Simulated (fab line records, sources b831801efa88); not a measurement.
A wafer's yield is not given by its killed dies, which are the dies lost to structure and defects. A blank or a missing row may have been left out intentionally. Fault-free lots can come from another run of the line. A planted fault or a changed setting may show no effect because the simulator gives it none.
Struck lot and sound lot, side by side -- flow sfq_line -- 13 out of 325 route steps
Sound: these wafers, L902.1, L902.2, L902.5. The struck wafers were L895.3, L895.4, L895.5. The cause is named last.
Per side, at each step with rows, come the tool, then ch with its chambers, and then its first start. Under that, the readings that differ: sound wafers -- struck wafers -- difference of the means -- sigmas: that difference in standard deviations of wafers without a fault.
alike: same words and numbers on both sides, and readings whose means sit less than 2 such deviations apart. not compared: any withheld reading, any reading some wafer has no value for, any bound like >300 that may hide the same value, and any number with overlapping values for which the record gives no deviation.
Wherever a step has rows on one side only, a row that says differs or no value, or a row with sigmas, the two part there. When numbers do not overlap yet have no deviation, they are printed without sigmas and do not part them. A reading missing from all wafers of one side parts the sides only when that side holds two or more wafers.

first, 1 step without rows for these wafers: SFQ_TRILAYER_M3_DEP_PRE_CLEAN_074 (time 22.5 s).
SFQ_TRILAYER_M3_DEP_SPUTTER_073: material Nb, target thk 200 nm, time 133.3 s.
  struck on pvd_sputter-05, day 30 16:28; sound on pvd_sputter-03, day 32 20:47
  alike: base_pressure_pa, chamber_pressure_pa, resputter_cathode_voltage_v, substrate_temp_c, throttle_valve_pct
SFQ_M3_RS_MEAS_919: measures by four-point-probe.
  struck on film_metro-04, day 30 16:36; sound on film_metro-03, day 32 20:53
  alike: M3_NB_RS
then, 6 steps without rows for these wafers: SFQ_TRILAYER_M3_LITHO_COAT_080 (resist thk 62 nm); SFQ_TRILAYER_M3_LITHO_COAT_075 (resist thk 600 nm); SFQ_TRILAYER_M3_LITHO_SOFTBAKE_079; SFQ_TRILAYER_M3_LITHO_EXPOSE_076 (exposes mask M3, target cd 500 nm); SFQ_TRILAYER_M3_LITHO_PEB_078 (peb time 60 s); SFQ_TRILAYER_M3_LITHO_DEVELOP_077 (time 60 s).
-- the record jumps here: 6 days lie between the struck wafers' starts before and after --
SFQ_M3_OVL_MEAS_921:
  struck on overlay-01, day 37 01:10; sound on overlay-01, day 39 04:44
  alike: M3_OVL
SFQ_TRILAYER_M3_BARC_OPEN_METAL_ETCH_100: etches BARC in O2, target depth 125 nm, time 41.7 s.
  sound on rie_metal-04 ch 0,1, day 39 04:47; struck on rie_metal-03 ch 0,1, day 37 01:12
  alike: drypump_motor_current_A, oes_product_au, rf_fwd_power_W
  not compared: rf_hours_counter_h
SFQ_TRILAYER_M3_ETCH_METAL_ETCH_078: etches Nb in Cl2/Ar, stops on SiO2, target depth 240 nm, time 120 s.
  sound on rie_metal-04 ch 0,1, day 39 04:50; struck on rie_metal-03 ch 0,1, day 37 01:17
reading,sound,struck,difference,sigmas
rf_fwd_power_W (W),596.2 595.4 593.5,502.3 502.2 501.3,-93.1,-49
model.KrF_of_TRILAYER_M3_LITHO_COAT_075.thk_nm (nm),381.9 380 384.3,400.4 399 401.6,+18.3,
  alike: drypump_motor_current_A, oes_product_au
  not compared: rf_hours_counter_h
SFQ_TRILAYER_M3_STRIP_STRIP_079: strips in O2.
  sound on rie_metal-04 ch 0,1, day 39 04:58; struck on rie_metal-03 ch 0,1, day 37 01:34
  alike: drypump_motor_current_A, oes_product_au
  not compared: rf_hours_counter_h

== WHERE THEY PART ==
Only at SFQ_TRILAYER_M3_ETCH_METAL_ETCH_078, as far as this record shows. Later steps at which nothing parts them and some readings are alike: SFQ_TRILAYER_M3_STRIP_STRIP_079.

WHY: whatever the simulator had introduced
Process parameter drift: rie_metal-03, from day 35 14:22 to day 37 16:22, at SFQ_TRILAYER_M3_ETCH_METAL_ETCH_078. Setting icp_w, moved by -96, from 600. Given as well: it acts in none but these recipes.
